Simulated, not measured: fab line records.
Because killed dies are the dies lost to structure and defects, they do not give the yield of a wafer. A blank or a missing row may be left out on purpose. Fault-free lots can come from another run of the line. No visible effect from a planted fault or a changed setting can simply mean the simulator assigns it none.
Which tool is to blame? + flow sky130 + 6 lots, 18 wafers sampled, at 4 steps of a route of 708

== WHAT THE GAUGES SHOWED, per wafer ==
SKY_VIA3_THK_MEAS_01.
| lot  | measured     | on            | VIA3_HDPCVD_THK (nm) |
|------|--------------|---------------|----------------------|
| L898 | day 38 13:49 | film metro-04 | 1656 1635 1628       |
| L900 | day 39 04:24 | film metro-04 | 1655 1670 1663       |
| L902 | day 40 05:22 | film metro-04 | 1645 1635 1641       |
| L905 | day 41 04:50 | film metro-04 | 1641 1631 1633       |
| L909 | day 42 10:01 | film metro-01 | 1072 1645 1073       |
| L915 | day 44 00:54 | film metro-02 | 1649 1648 1649       |

== EACH LOT AND THE TOOL THAT RAN IT (in order: tool; ch and the chambers of the sampled wafers; start) ==
| lot  | SKY_VIA2_CVD_21               | SKY_METAL3_SPUTTER_03        | SKY_VIA3_HDPCVD_00               |
|------|-------------------------------|------------------------------|----------------------------------|
| L898 | cvd w-01 ch 0,1, day 36 08:48 | pvd sputter-01, day 36 09:29 | hdpcvd-02 ch 0,1,2, day 38 13:38 |
| L900 | cvd w-02 ch 0,1, day 36 22:55 | pvd sputter-02, day 36 23:35 | hdpcvd-02 ch 0,1,2, day 39 04:17 |
| L902 | cvd w-02 ch 0,1, day 38 00:46 | pvd sputter-01, day 38 01:28 | hdpcvd-02 ch 0,1,2, day 40 05:12 |
| L905 | cvd w-02 ch 0,1, day 39 01:24 | pvd sputter-02, day 39 02:13 | hdpcvd-01 ch 1,2, day 41 04:40   |
| L909 | cvd w-02 ch 1, day 40 06:29   | pvd sputter-02, day 40 07:11 | hdpcvd-02 ch 0,1, day 42 09:51   |
| L915 | cvd w-01 ch 0,1, day 42 00:15 | pvd sputter-02, day 42 01:32 | hdpcvd-01 ch 0,1,2, day 44 00:43 |
- SKY_VIA2_CVD_21: deposits W, target thk 420 nm, time 126.4 s.
- SKY_METAL3_SPUTTER_03: material Ti, target thk 5 nm, time 3.3 s.
- SKY_VIA3_HDPCVD_00: deposits SiO2, target thk 1635 nm, time 272.5 s.

== THE ANSWER, worked out from the rows above alone ==
Rule: the usual values come from the lots themselves. Put in order of their means at a reading, lots are off if they are a third of the lots or fewer, leave a main group of 4 or more, and stand apart from it by a gap of 3 or more times the standard deviation of the main group's means; of several such gaps the widest counts. If all means in a main group match to the digits the tables above print for the reading, that group is not used. A lot without any number at a reading at which 4 lots or more have one is off too. The other lots that the step has rows for count as sound.
Off: L909, seen at SKY_VIA3_THK_MEAS_01 (VIA3_HDPCVD_THK). The main group has a mean of 1645 nm with a standard deviation of 9.8.
If a tool, at a process step before that reading, ran all the lots that are off and no sound lot after the first of them, it fits. The gauges at SKY_VIA3_THK_MEAS_01 are tried like those tools. Can't be told from this: 3 tools fit, cvd w-02 at SKY_VIA2_CVD_21, hdpcvd-02 at SKY_VIA3_HDPCVD_00, film metro-01 at SKY_VIA3_THK_MEAS_01.

== WHAT HAD BEEN PUT IN BY THE SIMULATOR ==
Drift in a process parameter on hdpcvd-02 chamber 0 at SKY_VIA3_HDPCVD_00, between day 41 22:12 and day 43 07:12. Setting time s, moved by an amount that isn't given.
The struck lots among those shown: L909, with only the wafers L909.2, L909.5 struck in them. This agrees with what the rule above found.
